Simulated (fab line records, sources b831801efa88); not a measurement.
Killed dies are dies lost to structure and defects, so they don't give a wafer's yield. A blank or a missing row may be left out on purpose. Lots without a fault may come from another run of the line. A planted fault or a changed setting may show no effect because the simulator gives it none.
Chamber matching | flow gf180mcu | GF_V5_CMP_26 on cmp-01: 3 sister chambers
The step polishes, stops on SiO2, t overpolish 15 s, target thk 0 nm. 6 wafers are shown with their chamber, then 7 later ones without.

WAFERS WITH THEIR CHAMBER
wafer  | chamber | motor_current_A (A) | time_to_endpoint_s (s)
L155.3 | 1       | 10.5                | 85
L158.2 | 1       | 10.4                | 78
L160.5 | 2       | 11.2                | 82
L164.1 | 3       | 9.4                 | 85
L164.2 | 2       | 10.9                | 87
L164.6 | 3       | 9.9                 | 85

WAFERS WITHOUT THEIR CHAMBER
wafer  | motor_current_A (A) | time_to_endpoint_s (s)
L165.4 | 9.6                 | 86
L165.6 | 10.3                | 85
L174.1 | 10.6                | 81
L174.3 | 9.8                 | 79
L175.1 | 9.7                 | 83
L175.3 | 10.2                | 83
L175.4 | 11.1                | 86

WHICH CHAMBER EACH WENT THROUGH
wafer  | from the rows above          | in truth
L165.4 | 3                            | 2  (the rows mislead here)
L165.6 | can't be placed: 1 or 3 or 2 | 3
L174.1 | can't be placed: 1 or 2      | 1
L174.3 | can't be placed: 3 or 1      | 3
L175.1 | 3                            | 3
L175.3 | can't be placed: 1 or 3      | 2
L175.4 | 2                            | 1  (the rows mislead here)
Placed correctly: 1 of 7. Can't be placed from these rows: 4 (the true chamber is among the candidates in 3). Placed wrongly: 2.
How it was worked out, from the rows above alone: a wafer's distance from a chamber is the root of the sum, over the readings, of the square of ((its reading less the chamber's mean) divided by the reading's scatter). The wafer belongs to the nearest chamber; if the next one is less than 2 further off, it can't be placed. A chamber's mean is the mean of its shown wafers. The scatter: the root of (the sum of the squares of (reading less its chamber's mean) over the shown wafers, divided by (wafers less chambers)).
